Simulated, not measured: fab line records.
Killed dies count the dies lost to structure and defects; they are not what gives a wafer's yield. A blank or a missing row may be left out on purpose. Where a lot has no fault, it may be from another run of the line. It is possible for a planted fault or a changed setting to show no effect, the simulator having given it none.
fab line records	flow sky130
record: lots: 11	wafers: 31	last_day: 50
route steps=708 shown LDD_HVN@276 LI_CONTACT@365 VIA3@573 PAD_OPEN@708
lots that met no fault: from a run of the same line without faults
start_h: hours from the record's first day to the start of the lot's first wafer shown	wait_h: how many hours have passed since the lot's step before this one	" as in the row above	L1.1+2: one row covering several wafers at once	- no value, or no start was given	* or withheld: withheld	< > ~ a bound
route shown NAME@n: names a module that has steps shown in the file, with the first one's number in the route	usual: average and standard deviation across the fault-free wafers	same: alike in all rows	chamber/n: place in a boat	sites: per-site readings	_std_site: standard deviation across them	_edge_site: outer sites' mean less inner sites'	radius_mm: how far each site lies from the wafer's centre	mask NAME#n: copy n	behind: the most recent tool/chamber to have shaped the wafer	hold: the reason the lot was held/the length of the hold in hours/how it ended	device: the n, p or np transistor that did not switch	end of line: at the end of the route, the tests of the same wafers	step lacking rows: just its recipe	killed: not the wafer's yield, but the dies lost to structure and defects at the first sort	map: a wafer's dies, x killed, . not, _ none there
set.NAME: the setting that was run; set.NAME@STEP: the one run at that earlier step	model.NAME: the simulator's own value behind a step, which no gauge read
a sample of lots followed through the steps of the route, with each step as a table and each wafer as a row
services: when a tool's chamber went out of use (start_h, in hours from the record's first day, below 0 if earlier), for how many hours, and the reason
== steps ==
step: SKY_LDD_HVN_STRIP_09
recipe: chemistry: O2/N2	power_w: 1400	pressure_mtorr: 1500	platen_temp_c: withheld	o2_flow_sccm: 3000	n2_flow_sccm: 300	overash_fraction: 0.5
usual: drypump_motor_current_A: 5.6/0.53	n2_flow_sccm: 300.0/0.99	oes_product_au: 0.409/0.0049	strip_time_to_endpoint_s: 4.138/0.014
lot.wafer	tool	chamber	start_h	wait_h	drypump_motor_current_A	n2_flow_sccm	oes_product_au	rf_hours_counter_h	strip_time_to_endpoint_s
L857.4	plasma_asher-01	0	462.74	0.1	6.6	298.9	0.406	-	4.154
L857.5	"	0	"	"	6.6	299.5	0.408	-	4.139
L857.6	"	1	"	"	6.0	300.8	0.411	-	4.138
L858.1	plasma_asher-02	1	474.66	0.1	5.3	298.9	0.414	82	4.138
L858.4	"	0	"	"	5.6	300.7	0.410	-	4.140
L858.5	"	1	"	"	5.3	299.5	0.409	-	4.138
L859.1	plasma_asher-01	0	474.88	0.1	6.6	298.5	0.413	4	4.141
L859.5	"	1	"	"	6.0	300.9	0.411	-	4.137
L859.6	"	0	"	"	6.6	299.5	0.409	-	4.134
L860.1	plasma_asher-04	0	491.31	0.1	5.0	299.9	0.405	66	4.156
L860.3	"	0	"	"	5.0	300.4	0.406	-	4.167
L860.5	"	0	"	"	4.9	301.3	0.415	-	4.151
L861.2	plasma_asher-01	1	497.23	0.1	6.0	300.9	0.413	7	4.139
L861.4	"	0	"	"	6.6	299.8	0.409	-	4.132
L861.5	"	1	"	"	6.0	301.2	0.412	-	4.132
L862.2	plasma_asher-01	0	518.78	0.1	6.6	300.9	0.401	9	4.130
L862.4	"	1	"	"	6.0	300.7	0.402	-	4.142
L862.5	"	0	"	"	6.6	300.3	0.405	-	4.135
L863.1	plasma_asher-02	1	521.28	0.1	5.4	300.5	0.409	86	4.141
L863.3	"	0	"	"	5.6	301.5	0.408	-	4.136
L863.5	"	1	"	"	5.4	301.2	0.411	-	4.118
L866.1	plasma_asher-01	0	546.72	0.1	6.6	301.5	0.408	12	4.121
L866.4	"	1	"	"	6.0	300.1	0.411	-	4.141
L871.5	plasma_asher-04	0	587.67	0.1	5.0	300.1	0.411	-	4.123
L871.6	"	1	"	"	5.3	301.0	0.410	-	4.122
L875.1	plasma_asher-02	0	619.18	0.1	5.6	299.3	0.399	96	4.125
L875.5	"	1	"	"	5.4	299.0	0.410	-	4.132
L875.6	"	0	"	"	5.6	300.4	0.412	-	4.129
L880.1	plasma_asher-02	0	658.36	0.1	5.6	299.7	0.406	99	4.138
L880.4	"	1	"	"	5.4	300.7	0.407	-	4.139
L880.6	"	1	"	"	5.4	302.2	0.408	-	4.149
step: SKY_LDD_HVN_TW_MEAS_10
usual: LDD_HVN_TW: 1440/14
lot.wafer	tool	chamber	start_h	wait_h	LDD_HVN_TW
L857.4	film_metro-03	-	462.84	0.1	1452
L857.5	"	-	"	"	1451
L857.6	"	-	"	"	1453
L858.1	film_metro-01	-	474.76	0.1	1462
L858.4	"	-	"	"	1460
L858.5	"	-	"	"	1461
L859.1	film_metro-03	-	474.98	0.1	1452
L859.5	"	-	"	"	1453
L859.6	"	-	"	"	1456
L860.1	film_metro-01	-	491.41	0.1	1465
L860.3	"	-	"	"	1451
L860.5	"	-	"	"	1454
L861.2	film_metro-04	-	497.34	0.1	1428
L861.4	"	-	"	"	1421
L861.5	"	-	"	"	1429
L862.2	film_metro-03	-	518.89	0.1	1441
L862.4	"	-	"	"	1445
L862.5	"	-	"	"	1439
L863.1	film_metro-04	-	521.38	0.1	1416
L863.3	"	-	"	"	1417
L863.5	"	-	"	"	1415
L866.1	film_metro-04	-	546.82	0.1	1426
L866.4	"	-	"	"	1421
L871.5	film_metro-04	-	587.74	0.0	1422
L871.6	"	-	"	"	1433
L875.1	film_metro-04	-	619.28	0.1	1429
L875.5	"	-	"	"	1429
L875.6	"	-	"	"	1425
L880.1	film_metro-04	-	658.46	0.1	1430
L880.4	"	-	"	"	1439
L880.6	"	-	"	"	1424
step: SKY_LI_CONTACT_BOW_MEAS_03
recipe: mode: bow
usual: LI_CONTACT_BOW: 56/6.6
lot.wafer	tool	chamber	start_h	wait_h	LI_CONTACT_BOW[um]
L857.4	film_metro-01	-	644.94	0.2	67
L857.5	"	-	"	"	73
L857.6	"	-	"	"	58
L859.1	film_metro-04	-	660.24	0.1	65
L859.5	"	-	"	"	65
L859.6	"	-	"	"	65
L858.1	film_metro-04	-	660.54	0.2	55
L858.4	"	-	"	"	54
L858.5	"	-	"	"	50
L860.1	film_metro-03	-	672.16	0.1	50
L860.3	"	-	"	"	54
L860.5	"	-	"	"	56
L861.2	film_metro-01	-	675.95	0.2	45
L861.4	"	-	"	"	56
L861.5	"	-	"	"	59
L862.2	film_metro-03	-	698.14	0.2	51
L862.4	"	-	"	"	61
L862.5	"	-	"	"	49
L863.1	film_metro-01	-	701.90	0.2	54
L863.3	"	-	"	"	64
L863.5	"	-	"	"	48
L866.1	film_metro-04	-	724.67	0.2	55
L866.4	"	-	"	"	53
L871.5	film_metro-01	-	761.22	0.1	55
L871.6	"	-	"	"	61
L875.1	film_metro-03	-	790.57	0.2	45
L875.5	"	-	"	"	53
L875.6	"	-	"	"	47
L880.1	film_metro-01	-	825.00	0.2	51
L880.4	"	-	"	"	54
L880.6	"	-	"	"	65
step: SKY_VIA3_HDPCVD_00
recipe: material: SiO2	target_thk_nm: 1635	sigma_open_frac: 0.3	time_s: 272.5	temp_c: 400	sih4_flow_sccm: 60	pressure_mtorr: 6
lot.wafer	tool	chamber	start_h	wait_h
L857.4+5+6	hdpcvd-02	0,1,0	900.02	0.1
L859.1+5+6	hdpcvd-01	2,1,2	913.06	0.0
L858.1+4+5	hdpcvd-01	1,0,2	915.25	0.0
L860.1+3+5	hdpcvd-02	0,1,0	925.47	0.0
L861.2+4+5	hdpcvd-02	1,0,1	929.98	0.0
L862.2+4+5	hdpcvd-01	1,2,1	946.29	0.0
L863.1+3+5	hdpcvd-02	0,1,1	950.87	0.0
L866.1+4	hdpcvd-02	0	971.44	0.0
L871.5+6	hdpcvd-02	1,2	1003.21	0.1
L875.1+5+6	hdpcvd-01	1,0,1	1028.81	0.0
L880.1+4+6	hdpcvd-01	0,1,1	1057.42	0.0
step: SKY_VIA3_THK_MEAS_01
recipe: reads: SiO2_of_VIA3_HDPCVD_00
usual: VIA3_HDPCVD_THK: 1632/17
lot.wafer	tool	chamber	start_h	wait_h	hold	VIA3_HDPCVD_THK[nm]
L857.4	film_metro-01	-	900.22	0.1	-	1651
L857.5	"	-	"	"	-	1622
L857.6	"	-	"	"	-	1654
L859.1	film_metro-03	-	913.23	0.1	-	1621
L859.5	"	-	"	"	-	1622
L859.6	"	-	"	"	-	1652
L858.1	film_metro-01	-	915.42	0.1	-	1626
L858.4	"	-	"	"	-	1641
L858.5	"	-	"	"	-	1628
L860.1	film_metro-04	-	925.63	0.1	-	1656
L860.3	"	-	"	"	-	1643
L860.5	"	-	"	"	-	1642
L861.2	film_metro-04	-	930.16	0.1	-	1628
L861.4	"	-	"	"	-	1662
L861.5	"	-	"	"	-	1666
L862.2	film_metro-03	-	946.47	0.1	-	1604
L862.4	"	-	"	"	-	1607
L862.5	"	-	"	"	-	1612
L863.1	film_metro-03	-	951.04	0.1	-	1624
L863.3	"	-	"	"	-	1634
L863.5	"	-	"	"	-	1633
L866.1	film_metro-03	-	971.61	0.1	await_dispo/0.2h/release	2140
L866.4	"	-	"	"	await_dispo/0.2h/release	1638
L866.1	film_metro-03	-	971.84	0.2	-	2140
L866.4	"	-	"	"	-	1639
L871.5	film_metro-01	-	1003.34	0.0	await_dispo/0.2h/release	2109
L871.6	"	-	"	"	await_dispo/0.2h/release	1643
L871.5	film_metro-01	-	1003.56	0.2	-	2109
L871.6	"	-	"	"	-	1642
L875.1	film_metro-03	-	1029.06	0.2	-	1637
L875.5	"	-	"	"	-	1606
L875.6	"	-	"	"	-	1650
L880.1	film_metro-03	-	1057.67	0.2	-	1633
L880.4	"	-	"	"	-	1652
L880.6	"	-	"	"	-	1634
step: SKY_PAD_OPEN_PROBE_99
usual: defect_limited_yield: 82.8/2	killed_at_M0_to_M3: 42/7.3	killed_at_M4_up: 3.2/1.8	killed_at_contacts: 25/5.2	killed_at_front_end: 15/4.6	killed_at_other: 0.3/0.62	killed_dies: 85/9.9	killed_open: 46/7.1	killed_short: 38/5.7	sort_bin_3_pad_short: 0.9/0.42	sort_bin_5_function: 10.0/1.5	sort_bin_6_memory: 6.3/1.2	sort_n_pass: 407/9.9	sort_yield_pct: 82.8/2
same: gross_dies: 492	killed_at_back_side: 0	sort_bin_4_leakage[%]: 0	sort_bin_8_speed[%]: 0
lot.wafer	tool	chamber	start_h	wait_h	hold	defect_limited_yield[%]	killed_at_M0_to_M3	killed_at_M4_up	killed_at_contacts	killed_at_front_end	killed_at_other	killed_dies	killed_open	killed_short	sort_bin_3_pad_short[%]	sort_bin_5_function[%]	sort_bin_6_memory[%]	sort_n_pass	sort_yield_pct[%]
L859.1	prober-01	-	1083.82	0.1	-	80.9	48	4	31	11	0	94	50	44	1.8	10.6	6.7	398	80.9
L859.5	prober-01	-	1084.02	0.2	-	78.9	58	2	26	18	0	104	59	45	1.4	11.6	8.1	388	78.9
L859.6	prober-01	-	1084.07	0.2	-	79.7	53	2	25	20	0	100	56	44	1.0	10.4	8.9	392	79.7
L862.2	prober-01	-	1110.84	0.1	-	77.4	58	3	32	18	0	111	54	57	1.6	11.8	9.1	381	77.4
L862.4	prober-01	-	1110.94	0.2	-	82.5	37	7	25	17	0	86	39	46	1.0	10.6	5.9	406	82.5
L862.5	prober-01	-	1110.99	0.2	-	84.8	39	0	24	12	0	75	42	33	1.0	7.7	6.5	417	84.8
L866.1	prober-01	-	1140.40	8.0	await_dispo/7.9h/release	79.9	44	6	28	21	0	99	56	43	0.4	12.0	7.7	393	79.9
L866.4	prober-01	-	1140.55	8.1	await_dispo/7.9h/release	85.2	42	2	14	14	1	73	35	38	0	9.8	5.1	419	85.2
L871.5	prober-02	-	1155.12	0.2	-	83.3	44	3	26	9	0	82	44	38	1.0	10.0	5.7	410	83.3
L871.6	prober-02	-	1155.17	0.2	-	85.0	42	3	25	4	0	74	32	42	0.6	8.3	6.1	418	85.0
L880.1	prober-01	-	1197.05	0.1	-	81.7	40	4	31	15	0	90	55	35	0.6	9.8	7.9	402	81.7
L880.4	prober-01	-	1197.20	0.2	-	79.9	53	6	24	16	0	99	51	48	0.6	12.4	7.1	393	79.9
L880.6	prober-01	-	1197.30	0.2	-	79.5	52	4	27	18	0	101	52	49	1.2	9.6	9.8	391	79.5
killed by level:class
L859.1 VIA1:geometric_particle:open=15 CONTACT:geometric_particle:open=9 CONTACT:geometric_particle:short=8 VIA2:geometric_particle:open=6 VIA3:geometric_particle:open=6 LI_CONTACT:geometric_particle:open=5 FIELD_ISO:geometric_particle:short=4 LI_CONTACT:geometric_particle:short=4
L859.5 VIA1:geometric_particle:open=16 VIA3:geometric_particle:open=9 VIA1:geometric_particle:short=8 CONTACT:geometric_particle:open=7 CONTACT:geometric_particle:short=7 LI_CONTACT:geometric_particle:open=6 METAL2:geometric_particle:open=6 POLY_GATE:geometric_particle:open=5
L859.6 CONTACT:geometric_particle:open=13 VIA1:geometric_particle:open=12 POLY_GATE:geometric_particle:open=7 VIA2:geometric_particle:open=7 CONTACT:geometric_particle:short=7 METAL1:geometric_particle:short=6 VIA3:geometric_particle:short=6 VIA1:geometric_particle:short=6
L862.2 VIA1:geometric_particle:open=16 LI_CONTACT:geometric_particle:open=9 CONTACT:geometric_particle:short=8 VIA3:geometric_particle:short=7 VIA3:geometric_particle:open=7 FIELD_ISO:geometric_particle:short=6 CONTACT:geometric_particle:open=6 VIA1:geometric_particle:short=5
L862.4 CONTACT:geometric_particle:open=8 VIA1:geometric_particle:open=8 LI_CONTACT:geometric_particle:open=7 VIA1:geometric_particle:short=6 CONTACT:geometric_particle:short=6 FIELD_ISO:geometric_particle:short=5 VIA2:geometric_particle:short=5 FIELD_ISO:geometric_particle:open=4
L862.5 CONTACT:geometric_particle:short=9 CONTACT:geometric_particle:open=8 VIA1:geometric_particle:open=8 VIA2:geometric_particle:open=7 VIA1:geometric_particle:short=5 FIELD_ISO:geometric_particle:open=4 METAL1:geometric_particle:short=3 METAL2:geometric_particle:short=3
L866.1 VIA1:geometric_particle:open=13 CONTACT:geometric_particle:open=9 METAL1:geometric_particle:short=8 FIELD_ISO:geometric_particle:open=6 LI_CONTACT:geometric_particle:open=6 VIA2:geometric_particle:open=6 POLY_GATE:geometric_particle:short=5 VIA3:geometric_particle:open=5
L866.4 VIA3:geometric_particle:open=7 LI_CONTACT:geometric_particle:open=5 VIA1:geometric_particle:open=5 VIA1:geometric_particle:short=5 FIELD_ISO:geometric_particle:short=4 POLY_GATE:geometric_particle:open=4 METAL1:geometric_particle:short=4 METAL2:geometric_particle:short=4
L871.5 VIA1:geometric_particle:open=12 CONTACT:geometric_particle:short=7 CONTACT:geometric_particle:open=7 METAL1:geometric_particle:short=6 VIA2:geometric_particle:open=6 LI_CONTACT:geometric_particle:open=5 METAL3:geometric_particle:short=5 VIA3:geometric_particle:open=5
L871.6 VIA1:geometric_particle:open=9 LI_CONTACT:geometric_particle:short=8 METAL1:geometric_particle:short=7 CONTACT:geometric_particle:open=7 LI_CONTACT:geometric_particle:open=6 METAL2:geometric_particle:short=6 VIA2:geometric_particle:open=5 METAL3:geometric_particle:short=4
L880.1 CONTACT:geometric_particle:open=15 VIA1:geometric_particle:open=11 LI_CONTACT:geometric_particle:open=7 METAL1:geometric_particle:short=7 METAL2:geometric_particle:short=7 CONTACT:geometric_particle:short=6 VIA3:geometric_particle:open=6 FIELD_ISO:geometric_particle:open=4
L880.4 VIA1:geometric_particle:open=13 CONTACT:geometric_particle:open=10 VIA2:geometric_particle:open=10 VIA1:geometric_particle:short=9 METAL1:geometric_particle:short=6 POLY_GATE:geometric_particle:short=5 LOCAL_INTERCONNECT:geometric_particle:short=5 FIELD_ISO:geometric_particle:short=4
L880.6 VIA1:geometric_particle:open=15 CONTACT:geometric_particle:open=11 LI_CONTACT:geometric_particle:open=9 VIA1:geometric_particle:short=9 METAL2:geometric_particle:short=8 POLY_GATE:geometric_particle:short=7 VIA3:geometric_particle:open=5 FIELD_ISO:geometric_particle:short=4
== services ==
tool	chamber	start_h	hours	kind
hdpcvd-02	1	512.06	1.8	repair
plasma_asher-02	-	513.52	2.8	pm
plasma_asher-02	-	563.16	2.7	repair
plasma_asher-04	-	584.14	2.7	repair
plasma_asher-01	-	624.41	1.1	repair
plasma_asher-04	-	627.18	4.0	pm
hdpcvd-02	-	650.75	15.0	pm
hdpcvd-02	-	684.34	14.6	pm
plasma_asher-01	-	688.25	2.1	repair
hdpcvd-02	-	717.50	6.0	pm
plasma_asher-02	-	733.75	9.0	pm
hdpcvd-02	2	764.47	9.7	repair
hdpcvd-01	-	766.29	6.0	pm
hdpcvd-02	0	779.52	6.1	repair
hdpcvd-02	2	828.94	3.7	repair
plasma_asher-01	-	882.03	5.1	repair
hdpcvd-02	2	887.04	15.1	repair
hdpcvd-02	-	916.83	1.4	repair
plasma_asher-04	-	939.21	2.8	pm
hdpcvd-01	-	950.25	15.0	pm
plasma_asher-01	-	960.13	15.8	pm
hdpcvd-01	2	985.25	166.7	repair
hdpcvd-01	-	1006.23	2.8	pm
hdpcvd-01	1	1040.98	6.1	repair
== key ==
first_sign: step: SKY_VIA3_THK_MEAS_01	reading: visit	direction: added
effect: step: SKY_VIA3_THK_MEAS_01	reading: VIA3_HDPCVD_THK	direction: up	sigmas: 29	usual: 1632	struck: 2125
met_at SKY_VIA3_HDPCVD_00
struck_lots L866,L871
struck_wafers L866.1,L871.5
not_acting_at SKY_LDD_HVN_STRIP_09,SKY_LDD_HVN_TW_MEAS_10,SKY_LI_CONTACT_BOW_MEAS_03
onset_between 950.87 971.44
fault: kind: process_parameter_drift	tool: hdpcvd-02	chamber: -	onset_h: 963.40	steps: SKY_VIA3_HDPCVD_00	channel: target_thk_nm	offset: 475.8	shape: step	end_h: 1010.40	scope: struck_wafers_only	acts_in: these_recipes_only	stated: 1635
